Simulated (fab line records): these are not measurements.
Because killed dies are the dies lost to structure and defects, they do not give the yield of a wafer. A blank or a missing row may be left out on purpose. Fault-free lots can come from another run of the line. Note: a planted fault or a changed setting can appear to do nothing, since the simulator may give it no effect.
fab line records :: flow sky130
[record]
  lots = 7
  wafers = 21
  last_day = 50
route steps=708 shown FIELD_ISO@1 PAD_OPEN@708
lots that met no fault: from a run of the same line without faults
start_h: the number of hours between the record's first day and the start of the first shown wafer of the lot :: wait_h: time in hours since the lot's previous step :: " repeats the value in the row above :: L1.1+2: one row covering several wafers at once :: - no value, or no start was given :: * or withheld: withheld :: < > ~ a bound
route shown NAME@n: a module of which the file shows steps, and the number in the route of the first :: usual: mean and standard deviation over wafers with no fault :: same: alike in all rows :: chamber/n: place in a boat :: sites: per-site readings :: _std_site: how widely they spread, as a standard deviation :: _edge_site: inner sites' mean taken away from outer sites' mean :: radius_mm: for every site, how far away it sits from the centre of the wafer :: mask NAME#n: copy n :: behind: tool/chamber where the wafer was last shaped :: hold: why the lot went on hold/how many hours it stayed there/how the hold came to an end :: device: which transistor (n, p or np) failed to switch :: end of line: tests of these same wafers at the route's end :: a step with no rows: only its recipe :: killed: dies that structure and defects cost at the first sort, which is not the same as the wafer's yield :: map: shows each die of a wafer: x if killed, . if not, _ if none is there
set.NAME: the run value of the setting; set.NAME@STEP: its run value at that earlier step :: model.NAME: the simulator's own value behind a step, which no gauge read
certain route steps with their lots: each step a table, each wafer a row
[[steps]]
[step SKY_FIELD_ISO_BOW_MEAS_00]
[recipe]
  mode = bow
[usual]
  INCOMING_BOW = -1/6.6
lot.wafer: L942.1
tool: film_metro-02
chamber: -
start_h: 40.00
wait_h: -
INCOMING_BOW[um]: 14

lot.wafer: L942.5
tool: film_metro-02
chamber: -
start_h: 40.00
wait_h: -
INCOMING_BOW[um]: -7

lot.wafer: L942.6
tool: film_metro-02
chamber: -
start_h: 40.00
wait_h: -
INCOMING_BOW[um]: -6

lot.wafer: L943.2
tool: film_metro-01
chamber: -
start_h: 45.02
wait_h: -
INCOMING_BOW[um]: 0

lot.wafer: L943.4
tool: film_metro-01
chamber: -
start_h: 45.02
wait_h: -
INCOMING_BOW[um]: 1

lot.wafer: L943.5
tool: film_metro-01
chamber: -
start_h: 45.02
wait_h: -
INCOMING_BOW[um]: -5

lot.wafer: L944.2
tool: film_metro-02
chamber: -
start_h: 50.02
wait_h: -
INCOMING_BOW[um]: 7

lot.wafer: L944.3
tool: film_metro-02
chamber: -
start_h: 50.02
wait_h: -
INCOMING_BOW[um]: 0

lot.wafer: L944.6
tool: film_metro-02
chamber: -
start_h: 50.02
wait_h: -
INCOMING_BOW[um]: 0

lot.wafer: L948.1
tool: film_metro-01
chamber: -
start_h: 70.00
wait_h: -
INCOMING_BOW[um]: -6

lot.wafer: L948.4
tool: film_metro-01
chamber: -
start_h: 70.00
wait_h: -
INCOMING_BOW[um]: 2

lot.wafer: L948.6
tool: film_metro-01
chamber: -
start_h: 70.00
wait_h: -
INCOMING_BOW[um]: -8

lot.wafer: L955.2
tool: film_metro-01
chamber: -
start_h: 105.02
wait_h: -
INCOMING_BOW[um]: 2

lot.wafer: L955.4
tool: film_metro-01
chamber: -
start_h: 105.02
wait_h: -
INCOMING_BOW[um]: 5

lot.wafer: L955.5
tool: film_metro-01
chamber: -
start_h: 105.02
wait_h: -
INCOMING_BOW[um]: 4

lot.wafer: L956.1
tool: film_metro-01
chamber: -
start_h: 110.00
wait_h: -
INCOMING_BOW[um]: -13

lot.wafer: L956.2
tool: film_metro-01
chamber: -
start_h: 110.00
wait_h: -
INCOMING_BOW[um]: -5

lot.wafer: L956.5
tool: film_metro-01
chamber: -
start_h: 110.00
wait_h: -
INCOMING_BOW[um]: 5

lot.wafer: L958.1
tool: film_metro-03
chamber: -
start_h: 120.00
wait_h: -
INCOMING_BOW[um]: -1

lot.wafer: L958.2
tool: film_metro-03
chamber: -
start_h: 120.00
wait_h: -
INCOMING_BOW[um]: 10

lot.wafer: L958.4
tool: film_metro-03
chamber: -
start_h: 120.00
wait_h: -
INCOMING_BOW[um]: -4
[step SKY_FIELD_ISO_OXIDATION_01]
[recipe]
  temp_c = 900
  ambient = O2
  stabilise_s = 600
  purge_s = 300
  target_thk_a = 120
  ox_time_s = 1843
[step SKY_FIELD_ISO_THK_MEAS_02]
[recipe]
  reads = SiO2_of_FIELD_ISO_OXIDATION_01
[usual]
  FIELD_ISO_OXIDATION_00_THK = 12.00/0.2
lot.wafer: L942.1
tool: film_metro-02
chamber: -
start_h: 42.53
wait_h: 0.0
FIELD_ISO_OXIDATION_00_THK[nm]: 12.18

lot.wafer: L942.5
tool: film_metro-02
chamber: -
start_h: 42.53
wait_h: 0.0
FIELD_ISO_OXIDATION_00_THK[nm]: 12.16

lot.wafer: L942.6
tool: film_metro-02
chamber: -
start_h: 42.53
wait_h: 0.0
FIELD_ISO_OXIDATION_00_THK[nm]: 12.17

lot.wafer: L943.2
tool: film_metro-03
chamber: -
start_h: 46.64
wait_h: 0.0
FIELD_ISO_OXIDATION_00_THK[nm]: 11.67

lot.wafer: L943.4
tool: film_metro-03
chamber: -
start_h: 46.64
wait_h: 0.0
FIELD_ISO_OXIDATION_00_THK[nm]: 11.75

lot.wafer: L943.5
tool: film_metro-03
chamber: -
start_h: 46.64
wait_h: 0.0
FIELD_ISO_OXIDATION_00_THK[nm]: 11.81

lot.wafer: L944.2
tool: film_metro-02
chamber: -
start_h: 51.64
wait_h: 0.0
FIELD_ISO_OXIDATION_00_THK[nm]: 12.37

lot.wafer: L944.3
tool: film_metro-02
chamber: -
start_h: 51.64
wait_h: 0.0
FIELD_ISO_OXIDATION_00_THK[nm]: 12.20

lot.wafer: L944.6
tool: film_metro-02
chamber: -
start_h: 51.64
wait_h: 0.0
FIELD_ISO_OXIDATION_00_THK[nm]: 12.38

lot.wafer: L948.1
tool: film_metro-02
chamber: -
start_h: 72.16
wait_h: 0.0
FIELD_ISO_OXIDATION_00_THK[nm]: 11.86

lot.wafer: L948.4
tool: film_metro-02
chamber: -
start_h: 72.16
wait_h: 0.0
FIELD_ISO_OXIDATION_00_THK[nm]: 11.87

lot.wafer: L948.6
tool: film_metro-02
chamber: -
start_h: 72.16
wait_h: 0.0
FIELD_ISO_OXIDATION_00_THK[nm]: 11.90

lot.wafer: L955.2
tool: film_metro-01
chamber: -
start_h: 107.67
wait_h: 0.0
FIELD_ISO_OXIDATION_00_THK[nm]: 12.06

lot.wafer: L955.4
tool: film_metro-01
chamber: -
start_h: 107.67
wait_h: 0.0
FIELD_ISO_OXIDATION_00_THK[nm]: 12.07

lot.wafer: L955.5
tool: film_metro-01
chamber: -
start_h: 107.67
wait_h: 0.0
FIELD_ISO_OXIDATION_00_THK[nm]: 12.06

lot.wafer: L956.1
tool: film_metro-03
chamber: -
start_h: 113.26
wait_h: 0.0
FIELD_ISO_OXIDATION_00_THK[nm]: 12.20

lot.wafer: L956.2
tool: film_metro-03
chamber: -
start_h: 113.26
wait_h: 0.0
FIELD_ISO_OXIDATION_00_THK[nm]: 11.94

lot.wafer: L956.5
tool: film_metro-03
chamber: -
start_h: 113.26
wait_h: 0.0
FIELD_ISO_OXIDATION_00_THK[nm]: 12.10

lot.wafer: L958.1
tool: film_metro-02
chamber: -
start_h: 122.40
wait_h: 0.0
FIELD_ISO_OXIDATION_00_THK[nm]: 12.42

lot.wafer: L958.2
tool: film_metro-02
chamber: -
start_h: 122.40
wait_h: 0.0
FIELD_ISO_OXIDATION_00_THK[nm]: 12.04

lot.wafer: L958.4
tool: film_metro-02
chamber: -
start_h: 122.40
wait_h: 0.0
FIELD_ISO_OXIDATION_00_THK[nm]: 12.10
[step SKY_FIELD_ISO_CVD_03]
[recipe]
  material = Si3N4
  precursor = DCS/NH3
  target_thk_nm = 165
  temp_c = 770
  time_s = 2830
  pressure_mtorr = 250
[step SKY_FIELD_ISO_THK_MEAS_04]
[recipe]
  reads = Si3N4_of_FIELD_ISO_CVD_03
[usual]
  FIELD_ISO_CVD_03_THK = 164.7/1.5
lot.wafer: L942.1
tool: film_metro-03
chamber: -
start_h: 45.13
wait_h: 0.0
FIELD_ISO_CVD_03_THK[nm]: 165.5

lot.wafer: L942.5
tool: film_metro-03
chamber: -
start_h: 45.13
wait_h: 0.0
FIELD_ISO_CVD_03_THK[nm]: 165.1

lot.wafer: L942.6
tool: film_metro-03
chamber: -
start_h: 45.13
wait_h: 0.0
FIELD_ISO_CVD_03_THK[nm]: 164.6

lot.wafer: L943.2
tool: film_metro-02
chamber: -
start_h: 48.49
wait_h: 0.0
FIELD_ISO_CVD_03_THK[nm]: 164.6

lot.wafer: L943.4
tool: film_metro-02
chamber: -
start_h: 48.49
wait_h: 0.0
FIELD_ISO_CVD_03_THK[nm]: 165.4

lot.wafer: L943.5
tool: film_metro-02
chamber: -
start_h: 48.49
wait_h: 0.0
FIELD_ISO_CVD_03_THK[nm]: 165.0

lot.wafer: L944.2
tool: film_metro-02
chamber: -
start_h: 55.11
wait_h: 0.0
FIELD_ISO_CVD_03_THK[nm]: 165.5

lot.wafer: L944.3
tool: film_metro-02
chamber: -
start_h: 55.11
wait_h: 0.0
FIELD_ISO_CVD_03_THK[nm]: 166.7

lot.wafer: L944.6
tool: film_metro-02
chamber: -
start_h: 55.11
wait_h: 0.0
FIELD_ISO_CVD_03_THK[nm]: 164.0

lot.wafer: L948.1
tool: film_metro-03
chamber: -
start_h: 75.32
wait_h: 0.0
FIELD_ISO_CVD_03_THK[nm]: 163.6

lot.wafer: L948.4
tool: film_metro-03
chamber: -
start_h: 75.32
wait_h: 0.0
FIELD_ISO_CVD_03_THK[nm]: 162.1

lot.wafer: L948.6
tool: film_metro-03
chamber: -
start_h: 75.32
wait_h: 0.0
FIELD_ISO_CVD_03_THK[nm]: 163.0

lot.wafer: L955.2
tool: film_metro-02
chamber: -
start_h: 110.19
wait_h: 0.0
FIELD_ISO_CVD_03_THK[nm]: 163.1

lot.wafer: L955.4
tool: film_metro-02
chamber: -
start_h: 110.19
wait_h: 0.0
FIELD_ISO_CVD_03_THK[nm]: 162.3

lot.wafer: L955.5
tool: film_metro-02
chamber: -
start_h: 110.19
wait_h: 0.0
FIELD_ISO_CVD_03_THK[nm]: 164.3

lot.wafer: L956.1
tool: film_metro-02
chamber: -
start_h: 115.10
wait_h: 0.0
FIELD_ISO_CVD_03_THK[nm]: 163.8

lot.wafer: L956.2
tool: film_metro-02
chamber: -
start_h: 115.10
wait_h: 0.0
FIELD_ISO_CVD_03_THK[nm]: 163.7

lot.wafer: L956.5
tool: film_metro-02
chamber: -
start_h: 115.10
wait_h: 0.0
FIELD_ISO_CVD_03_THK[nm]: 165.2

lot.wafer: L958.1
tool: film_metro-02
chamber: -
start_h: 127.15
wait_h: 0.0
FIELD_ISO_CVD_03_THK[nm]: 165.1

lot.wafer: L958.2
tool: film_metro-02
chamber: -
start_h: 127.15
wait_h: 0.0
FIELD_ISO_CVD_03_THK[nm]: 165.1

lot.wafer: L958.4
tool: film_metro-02
chamber: -
start_h: 127.15
wait_h: 0.0
FIELD_ISO_CVD_03_THK[nm]: 164.9
[step SKY_FIELD_ISO_DEHYDRATE_05]
[recipe]
  temp_c = 200
  time_s = 60
[step SKY_FIELD_ISO_HMDS_06]
[recipe]
  prime_time_s = 60
  prime_temp_c = 120
[step SKY_FIELD_ISO_COAT_07]
[recipe]
  resist = BARC
  temp_c = withheld
  time_s = withheld
  spin_rpm = 3000
  resist_thk_nm = 60
[step SKY_FIELD_ISO_COAT_08]
[recipe]
  resist = KrF-thick
  spin_rpm = 3000
  resist_thk_nm = 457.5
[step SKY_FIELD_ISO_SOFTBAKE_09]
[recipe]
  temp_c = 100
  time_s = 90
  resist = KrF-thick
[step SKY_FIELD_ISO_EXPOSE_10]
[recipe]
  mask_id = FOM
  na = 0.68
  source_shape = annular
  sigma_inner = 0.4
  sigma_outer = 0.8
  target_cd_nm = 150
  dose_mj = 28
[step SKY_FIELD_ISO_PEB_11]
[recipe]
  peb_temp_c = withheld
  peb_time_s = withheld
  resist = KrF-thick
[step SKY_FIELD_ISO_DEVELOP_12]
[recipe]
  develop_time_s = 60
  resist = KrF-thick
  dev_temp_c = 21
[usual]
  developer_temp_C = 20.98/0.11
lot.wafer: L942.1
tool: litho_track-01
chamber: 0
start_h: 61
wait_h: -
developer_temp_C: 21.21

lot.wafer: L942.5
tool: litho_track-01
chamber: 0
start_h: 61
wait_h: -
developer_temp_C: 21.02

lot.wafer: L942.6
tool: litho_track-01
chamber: 0
start_h: 61
wait_h: -
developer_temp_C: 20.85

lot.wafer: L943.2
tool: litho_track-03
chamber: 0
start_h: 64
wait_h: -
developer_temp_C: 20.88

lot.wafer: L943.4
tool: litho_track-03
chamber: 0
start_h: 64
wait_h: -
developer_temp_C: 20.90

lot.wafer: L943.5
tool: litho_track-03
chamber: 0
start_h: 64
wait_h: -
developer_temp_C: 20.69

lot.wafer: L944.2
tool: litho_track-02
chamber: 0
start_h: 71
wait_h: -
developer_temp_C: 21.05

lot.wafer: L944.3
tool: litho_track-02
chamber: 0
start_h: 71
wait_h: -
developer_temp_C: 20.94

lot.wafer: L944.6
tool: litho_track-02
chamber: 0
start_h: 71
wait_h: -
developer_temp_C: 20.90

lot.wafer: L948.1
tool: litho_track-01
chamber: 0
start_h: 92
wait_h: -
developer_temp_C: 20.99

lot.wafer: L948.4
tool: litho_track-01
chamber: 0
start_h: 92
wait_h: -
developer_temp_C: 20.92

lot.wafer: L948.6
tool: litho_track-01
chamber: 0
start_h: 92
wait_h: -
developer_temp_C: 21.02

lot.wafer: L955.2
tool: litho_track-01
chamber: 0
start_h: 128
wait_h: -
developer_temp_C: 20.07

lot.wafer: L955.4
tool: litho_track-01
chamber: 0
start_h: 128
wait_h: -
developer_temp_C: 19.91

lot.wafer: L955.5
tool: litho_track-01
chamber: 0
start_h: 128
wait_h: -
developer_temp_C: 20.01

lot.wafer: L956.1
tool: litho_track-01
chamber: 0
start_h: 133
wait_h: -
developer_temp_C: 20.13

lot.wafer: L956.2
tool: litho_track-01
chamber: 0
start_h: 133
wait_h: -
developer_temp_C: 20.19

lot.wafer: L956.5
tool: litho_track-01
chamber: 0
start_h: 133
wait_h: -
developer_temp_C: 20.01

lot.wafer: L958.1
tool: litho_track-01
chamber: 0
start_h: 147
wait_h: -
developer_temp_C: 20.27

lot.wafer: L958.2
tool: litho_track-01
chamber: 0
start_h: 147
wait_h: -
developer_temp_C: 20.10

lot.wafer: L958.4
tool: litho_track-01
chamber: 0
start_h: 147
wait_h: -
developer_temp_C: 20.19
[step SKY_FIELD_ISO_CD_MEAS_13]
[recipe]
  target_cd_nm = 150
[usual]
  cd_nm = 150.5/1.4
lot.wafer: L942.1
tool: cd_sem-01
chamber: -
start_h: 61.30
wait_h: -
cd_nm: 151.8

lot.wafer: L942.5
tool: cd_sem-01
chamber: -
start_h: 61.30
wait_h: -
cd_nm: 152.3

lot.wafer: L942.6
tool: cd_sem-01
chamber: -
start_h: 61.30
wait_h: -
cd_nm: 152.1

lot.wafer: L943.2
tool: cd_sem-01
chamber: -
start_h: 64.84
wait_h: -
cd_nm: 150.8

lot.wafer: L943.4
tool: cd_sem-01
chamber: -
start_h: 64.84
wait_h: -
cd_nm: 151.3

lot.wafer: L943.5
tool: cd_sem-01
chamber: -
start_h: 64.84
wait_h: -
cd_nm: 152.0

lot.wafer: L944.2
tool: cd_sem-01
chamber: -
start_h: 71.81
wait_h: -
cd_nm: 152.6

lot.wafer: L944.3
tool: cd_sem-01
chamber: -
start_h: 71.81
wait_h: -
cd_nm: 152.9

lot.wafer: L944.6
tool: cd_sem-01
chamber: -
start_h: 71.81
wait_h: -
cd_nm: 153.7

lot.wafer: L948.1
tool: cd_sem-02
chamber: -
start_h: 92.95
wait_h: -
cd_nm: 150.1

lot.wafer: L948.4
tool: cd_sem-02
chamber: -
start_h: 92.95
wait_h: -
cd_nm: 149.4

lot.wafer: L948.6
tool: cd_sem-02
chamber: -
start_h: 92.95
wait_h: -
cd_nm: 149.9

lot.wafer: L955.2
tool: cd_sem-01
chamber: -
start_h: 128.27
wait_h: -
cd_nm: 149.6

lot.wafer: L955.4
tool: cd_sem-01
chamber: -
start_h: 128.27
wait_h: -
cd_nm: 148.9

lot.wafer: L955.5
tool: cd_sem-01
chamber: -
start_h: 128.27
wait_h: -
cd_nm: 150.2

lot.wafer: L956.1
tool: cd_sem-01
chamber: -
start_h: 133.25
wait_h: -
cd_nm: 149.3

lot.wafer: L956.2
tool: cd_sem-01
chamber: -
start_h: 133.25
wait_h: -
cd_nm: 148.4

lot.wafer: L956.5
tool: cd_sem-01
chamber: -
start_h: 133.25
wait_h: -
cd_nm: 149.7

lot.wafer: L958.1
tool: cd_sem-01
chamber: -
start_h: 147.31
wait_h: -
cd_nm: 150.8

lot.wafer: L958.2
tool: cd_sem-01
chamber: -
start_h: 147.31
wait_h: -
cd_nm: 150.5

lot.wafer: L958.4
tool: cd_sem-01
chamber: -
start_h: 147.31
wait_h: -
cd_nm: 153.0
[step SKY_PAD_OPEN_PROBE_99]
[usual]
  killed_at_M0_to_M3 = 45/7.9
  killed_at_M4_up = 2.9/1.8
  killed_at_contacts = 25/5.5
  killed_at_front_end = 16/4.4
  killed_at_other = 0.3/0.58
  killed_dies = 89/9.4
  killed_open = 49/6.8
  killed_short = 40/6.3
[same]
  gross_dies = 492
  killed_at_back_side = 0
lot.wafer: L942.1
tool: prober-01
chamber: -
start_h: 1111.23
wait_h: 0.1
killed_at_M0_to_M3: 51
killed_at_M4_up: 5
killed_at_contacts: 27
killed_at_front_end: 13
killed_at_other: 0
killed_dies: 96
killed_open: 57
killed_short: 39

lot.wafer: L942.5
tool: prober-01
chamber: -
start_h: 1111.43
wait_h: 0.2
killed_at_M0_to_M3: 39
killed_at_M4_up: 2
killed_at_contacts: 21
killed_at_front_end: 9
killed_at_other: 0
killed_dies: 71
killed_open: 40
killed_short: 31

lot.wafer: L942.6
tool: prober-01
chamber: -
start_h: 1111.48
wait_h: 0.2
killed_at_M0_to_M3: 36
killed_at_M4_up: 3
killed_at_contacts: 25
killed_at_front_end: 10
killed_at_other: 0
killed_dies: 74
killed_open: 37
killed_short: 37

lot.wafer: L943.2
tool: prober-02
chamber: -
start_h: 1123.20
wait_h: 0.1
killed_at_M0_to_M3: 60
killed_at_M4_up: 4
killed_at_contacts: 22
killed_at_front_end: 14
killed_at_other: 0
killed_dies: 100
killed_open: 54
killed_short: 46

lot.wafer: L943.4
tool: prober-02
chamber: -
start_h: 1123.30
wait_h: 0.2
killed_at_M0_to_M3: 44
killed_at_M4_up: 5
killed_at_contacts: 25
killed_at_front_end: 19
killed_at_other: 1
killed_dies: 94
killed_open: 51
killed_short: 43

lot.wafer: L943.5
tool: prober-02
chamber: -
start_h: 1123.35
wait_h: 0.2
killed_at_M0_to_M3: 43
killed_at_M4_up: 3
killed_at_contacts: 25
killed_at_front_end: 16
killed_at_other: 0
killed_dies: 87
killed_open: 47
killed_short: 40

lot.wafer: L944.2
tool: prober-02
chamber: -
start_h: 1125.18
wait_h: 0.1
killed_at_M0_to_M3: 33
killed_at_M4_up: 2
killed_at_contacts: 38
killed_at_front_end: 21
killed_at_other: 0
killed_dies: 94
killed_open: 52
killed_short: 42

lot.wafer: L944.3
tool: prober-02
chamber: -
start_h: 1125.23
wait_h: 0.2
killed_at_M0_to_M3: 45
killed_at_M4_up: 5
killed_at_contacts: 40
killed_at_front_end: 15
killed_at_other: 0
killed_dies: 105
killed_open: 58
killed_short: 46

lot.wafer: L944.6
tool: prober-02
chamber: -
start_h: 1125.38
wait_h: 0.2
killed_at_M0_to_M3: 40
killed_at_M4_up: 3
killed_at_contacts: 35
killed_at_front_end: 11
killed_at_other: 0
killed_dies: 89
killed_open: 43
killed_short: 44

lot.wafer: L956.1
tool: prober-01
chamber: -
start_h: 1186.24
wait_h: 0.1
killed_at_M0_to_M3: 43
killed_at_M4_up: 0
killed_at_contacts: 22
killed_at_front_end: 22
killed_at_other: 0
killed_dies: 87
killed_open: 48
killed_short: 38

lot.wafer: L956.2
tool: prober-01
chamber: -
start_h: 1186.29
wait_h: 0.1
killed_at_M0_to_M3: 60
killed_at_M4_up: 6
killed_at_contacts: 19
killed_at_front_end: 13
killed_at_other: 0
killed_dies: 98
killed_open: 60
killed_short: 37

lot.wafer: L956.5
tool: prober-01
chamber: -
start_h: 1186.44
wait_h: 0.2
killed_at_M0_to_M3: 55
killed_at_M4_up: 3
killed_at_contacts: 19
killed_at_front_end: 19
killed_at_other: 1
killed_dies: 97
killed_open: 51
killed_short: 46

lot.wafer: L958.1
tool: prober-02
chamber: -
start_h: 1210.83
wait_h: 0.1
killed_at_M0_to_M3: 39
killed_at_M4_up: 1
killed_at_contacts: 25
killed_at_front_end: 19
killed_at_other: 0
killed_dies: 84
killed_open: 46
killed_short: 38

lot.wafer: L958.2
tool: prober-02
chamber: -
start_h: 1210.88
wait_h: 0.1
killed_at_M0_to_M3: 41
killed_at_M4_up: 3
killed_at_contacts: 37
killed_at_front_end: 10
killed_at_other: 0
killed_dies: 91
killed_open: 48
killed_short: 43

lot.wafer: L958.4
tool: prober-02
chamber: -
start_h: 1210.98
wait_h: 0.2
killed_at_M0_to_M3: 56
killed_at_M4_up: 2
killed_at_contacts: 26
killed_at_front_end: 19
killed_at_other: 0
killed_dies: 103
killed_open: 63
killed_short: 39
// killed by level:class
L942.1 VIA1:geometric_particle:open=12 CONTACT:geometric_particle:open=10 VIA3:geometric_particle:open=8 POLY_GATE:geometric_particle:short=7 LI_CONTACT:geometric_particle:open=7 VIA2:geometric_particle:open=7 CONTACT:geometric_particle:short=6 METAL1:geometric_particle:short=5
L942.5 VIA1:geometric_particle:open=10 CONTACT:geometric_particle:open=8 METAL2:geometric_particle:short=7 LI_CONTACT:geometric_particle:open=6 VIA3:geometric_particle:open=5 CONTACT:geometric_particle:short=4 METAL1:geometric_particle:short=4 LI_CONTACT:geometric_particle:short=3
L942.6 CONTACT:geometric_particle:open=9 METAL1:geometric_particle:short=7 VIA1:geometric_particle:open=7 LI_CONTACT:geometric_particle:open=6 CONTACT:geometric_particle:short=6 METAL2:geometric_particle:short=5 POLY_GATE:geometric_particle:open=4 VIA2:geometric_particle:open=4
L943.2 VIA1:geometric_particle:open=14 VIA2:geometric_particle:open=10 CONTACT:geometric_particle:open=9 METAL2:geometric_particle:short=9 VIA1:geometric_particle:short=8 CONTACT:geometric_particle:short=7 VIA3:geometric_particle:open=6 POLY_GATE:geometric_particle:open=5
L943.4 VIA1:geometric_particle:open=10 CONTACT:geometric_particle:open=8 VIA3:geometric_particle:open=8 LI_CONTACT:geometric_particle:open=6 VIA2:geometric_particle:open=6 VIA1:geometric_particle:short=5 FIELD_ISO:geometric_particle:short=4 LOCAL_INTERCONNECT:geometric_particle:short=4
L943.5 VIA1:geometric_particle:open=14 CONTACT:geometric_particle:open=11 CONTACT:geometric_particle:short=7 METAL2:geometric_particle:short=5 METAL1:geometric_particle:short=5 POLY_GATE:geometric_particle:short=4 LI_CONTACT:geometric_particle:open=4 POLY_GATE:geometric_particle:open=3
L944.2 CONTACT:geometric_particle:open=11 LI_CONTACT:geometric_particle:open=10 LOCAL_INTERCONNECT:geometric_particle:short=8 VIA1:geometric_particle:open=8 CONTACT:geometric_particle:short=6 VIA3:geometric_particle:open=6 FIELD_ISO:geometric_particle:short=5 METAL2:geometric_particle:short=5
L944.3 VIA1:geometric_particle:open=16 LI_CONTACT:geometric_particle:open=11 CONTACT:geometric_particle:short=10 CONTACT:geometric_particle:open=9 LOCAL_INTERCONNECT:geometric_particle:short=6 VIA3:geometric_particle:open=6 METAL2:geometric_particle:short=5 LI_CONTACT:geometric_particle:short=4
L944.6 CONTACT:geometric_particle:open=11 CONTACT:geometric_particle:short=10 LI_CONTACT:geometric_particle:open=9 METAL2:geometric_particle:short=9 VIA2:geometric_particle:open=6 VIA1:geometric_particle:open=5 VIA3:geometric_particle:open=5 FIELD_ISO:geometric_particle:short=4
L956.1 VIA2:geometric_particle:open=10 VIA1:geometric_particle:open=9 CONTACT:geometric_particle:open=9 FIELD_ISO:geometric_particle:open=7 POLY_GATE:geometric_particle:short=7 METAL1:geometric_particle:short=6 LOCAL_INTERCONNECT:geometric_particle:short=5 VIA2:geometric_particle:short=5
L956.2 VIA1:geometric_particle:open=15 VIA2:geometric_particle:open=12 VIA3:geometric_particle:open=9 CONTACT:geometric_particle:open=7 LI_CONTACT:geometric_particle:open=6 METAL2:geometric_particle:short=6 FIELD_ISO:geometric_particle:short=4 VIA1:geometric_particle:short=4
L956.5 VIA2:geometric_particle:open=12 VIA1:geometric_particle:open=10 FIELD_ISO:geometric_particle:open=6 CONTACT:geometric_particle:open=6 METAL2:geometric_particle:short=5 POLY_GATE:geometric_particle:short=5 METAL1:geometric_particle:short=5 METAL1:geometric_particle:open=5
L958.1 FIELD_ISO:geometric_particle:open=10 CONTACT:geometric_particle:open=8 METAL1:geometric_particle:short=7 LI_CONTACT:geometric_particle:open=6 VIA2:geometric_particle:open=6 VIA1:geometric_particle:open=6 FIELD_ISO:geometric_particle:short=5 CONTACT:geometric_particle:short=5
L958.2 VIA1:geometric_particle:open=14 CONTACT:geometric_particle:open=12 LOCAL_INTERCONNECT:geometric_particle:short=9 LI_CONTACT:geometric_particle:short=6 LI_CONTACT:geometric_particle:open=6 METAL1:geometric_particle:short=5 VIA3:geometric_particle:short=5 VIA3:geometric_particle:open=5
L958.4 VIA1:geometric_particle:open=21 LI_CONTACT:geometric_particle:open=10 VIA3:geometric_particle:open=7 CONTACT:geometric_particle:open=7 CONTACT:geometric_particle:short=5 FIELD_ISO:geometric_particle:short=4 FIELD_ISO:geometric_particle:open=4 POLY_GATE:geometric_particle:short=4
[[key]]
[first_sign]
  step = SKY_FIELD_ISO_DEVELOP_12
  reading = developer_temp_C
  direction = down
  sigmas = 8.2
  usual = *
  struck = *
effect none on later readings
met_at SKY_FIELD_ISO_DEVELOP_12
struck_wafers L955.2,L955.4,L955.5,L956.1,L956.2,L956.5,L958.1,L958.2,L958.4
tester_left_out L955,L956,L958
onset_between 92 128
[fault]
  kind = process_parameter_drift
  tool = litho_track-01
  chamber = -
  onset_h = 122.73
  steps = SKY_FIELD_ISO_DEVELOP_12
  channel = dev_temp_c
  offset = *
  shape = step
  end_h = 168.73
  acts_in = *
  stated = *
// tester_left_out: of these lots the tester's yield and bins aren't shown, on N5 and GAA mostly nor the transistor test; their killed dies are dies lost to structure and defects alone, not to doping, threshold or leakage, so they don't give the yield
